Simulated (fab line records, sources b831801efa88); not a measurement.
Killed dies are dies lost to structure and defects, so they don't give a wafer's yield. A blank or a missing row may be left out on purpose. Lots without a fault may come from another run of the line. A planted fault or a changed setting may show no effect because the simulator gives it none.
One fault seen from 2 desks | flow sky130 | each desk has only its own numbers; what lay behind them comes last

THE TOOL OWNER'S DESK: krf_scanner-02
The tool's own readings at SKY_METAL1_EXPOSE_12 (exposes mask MM1, target cd 140 nm): means of the sampled wafers that have a number, for each lot that ran on this tool. A lot is out of limits, marked OUT, if its mean lies more than 4 standard deviations from the usual mean; the brackets give that distance.
Columns: A = exposure_dose_mJ_cm2 at SKY_METAL1_EXPOSE_12, usual 27.98; B = focus_offset_nm at SKY_METAL1_EXPOSE_12, usual 0.0 nm
lot  | first seen here | A     | B
L678 | day 32 03:35    | 27.95 | 0.0
L679 | day 32 18:46    | 28.02 | 0.1
L682 | day 33 09:17    | 27.95 | -0.2
L684 | day 34 09:13    | 27.94 | -0.4
L686 | day 35 02:32    | 27.94 | -0.1
L696 | day 37 23:31    | 27.93 | 0.1
L697 | day 38 05:02    | 27.98 | 0.3
L699 | day 38 23:00    | 27.96 | 0.7
L701 | day 39 09:19    | 27.97 | 0.3
This desk's finding: nothing out of limits on any of the 9 lots.

THE METROLOGY DESK
What the gauges read, lot by lot, whatever tool the lot ran on: means of the sampled wafers that have a number. A lot is out of limits, marked OUT, if its mean lies more than 4 standard deviations from the usual mean; the brackets give that distance.
Columns: A = VIA1_OVL at SKY_VIA1_OVL_MEAS_13, usual -1 nm
lot  | first seen here | A
L678 | day 33 21:19    | -4
L679 | day 34 13:07    | -3
L682 | day 35 03:16    | -2
L684 | day 36 02:41    | 1
L686 | day 36 19:35    | 1
L695 | day 39 09:33    | -4
L696 | day 39 14:34    | 2
L697 | day 39 19:31    | -2
L698 | day 40 06:20    | -1
L699 | day 40 14:06    | -4
L700 | day 40 20:19    | -3
L701 | day 40 22:35    | 6
This desk's finding: nothing out of limits on any of the 12 lots.

PUT TOGETHER
The tool owner's desk saw nothing out of limits.
The metrology desk saw nothing out of limits.

WHAT THE SIMULATOR HAD PUT IN
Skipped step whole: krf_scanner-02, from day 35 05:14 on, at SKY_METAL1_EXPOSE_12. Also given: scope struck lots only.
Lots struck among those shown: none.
